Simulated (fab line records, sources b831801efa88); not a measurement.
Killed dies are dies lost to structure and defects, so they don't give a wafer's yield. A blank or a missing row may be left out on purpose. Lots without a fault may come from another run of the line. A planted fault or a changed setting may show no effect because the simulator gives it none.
Problem report in the 8D (eight disciplines) form, filled by code | flow gf180mcu | the parts of the form that need people (team, actions taken, sign-off) are left out

1. THE PROBLEM
run_length_s at GF_STI_WET_ETCH_17 reads a mean of 564 s on 6 wafers of 2 lots; wafers without a fault read 541 s with a standard deviation of 3.5. That is +6.4 standard deviations from the usual mean.
The step: etches Si3N4 in H3PO4, target depth 45 nm, time 514 s.
First seen on wafer L624.1, day 5 17:02, on wet_bench-01. The record holds 42 wafers of 14 lots with a number at this step. Rule for "out", or "out of limits": more than 4 standard deviations from the usual mean. The other wafers with a number count as sound.

2. WHAT IT IS AND WHAT IT IS NOT
question                    | is                     | is not
which readings at this step | run_length_s           | -
which lots                  | L624, L627             | L607, L608, L611, L612, L613, L614, L615, L616, L617, L618, L619, L630
which wafers of those lots  | all that have a number | -
read on which tools         | wet_bench-01           | wet_bench-02, wet_bench-03
when                        | from day 5 17:02       | up to then (33 sound wafers); but 3 sound wafers of L630 came after

3. SUSPECTS, AND WHAT RULES EACH OUT
Counting: a tool at a process step up to the reading stays a suspect if it ran every lot that is out and no sound lot after the first of them.
- wet_bench-01 at GF_STI_WET_ETCH_17 (etches Si3N4 in H3PO4, target depth 45 nm, time 514 s): kept. It ran every lot that is out, first L624 (day 5 17:02), and no sound lot after that; its last sound lot up to then is L614 (day 3 13:26). Its own readings are out on those wafers: run_length_s.
Left after counting: wet_bench-01 at GF_STI_WET_ETCH_17.

4. THE CAUSE (what the simulator had put in)
Process parameter drift: wet_bench-01, from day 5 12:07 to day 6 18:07, at GF_STI_WET_ETCH_17. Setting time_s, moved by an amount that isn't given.
Counting left only this tool.

5. THE CHAIN OF EFFECTS, in route order
Each row: a reading whose mean over the struck wafers that have a number lies more than 3 standard deviations from the usual. Only readings for which the record gives a usual standard deviation are gone through. hours: the time from each lot's start at the first step in this table that gives one to its start at this step, as a median over the lots. sigmas: the change in usual standard deviations.
hours | step               | reading      | usual | on struck wafers | change | sigmas
0     | GF_STI_WET_ETCH_17 | run_length_s | 541 s | 564              | +22    | +6.4
The process steps in it:
- GF_STI_WET_ETCH_17: etches Si3N4 in H3PO4, target depth 45 nm, time 514 s.
Later measuring or inspecting steps at which every struck wafer that the step has a row for has a number for every such reading, and none has moved that far: GF_MVPSD_OVL_MEAS_07, GF_DUAL_GATE_OVL_MEAS_11, GF_PSD_OVL_MEAS_08.

6. WHAT WOULD HAVE CAUGHT IT SOONER
In this record the first reading out of limits was taken at day 5 17:02, 5 hours after the fault began at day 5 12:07.
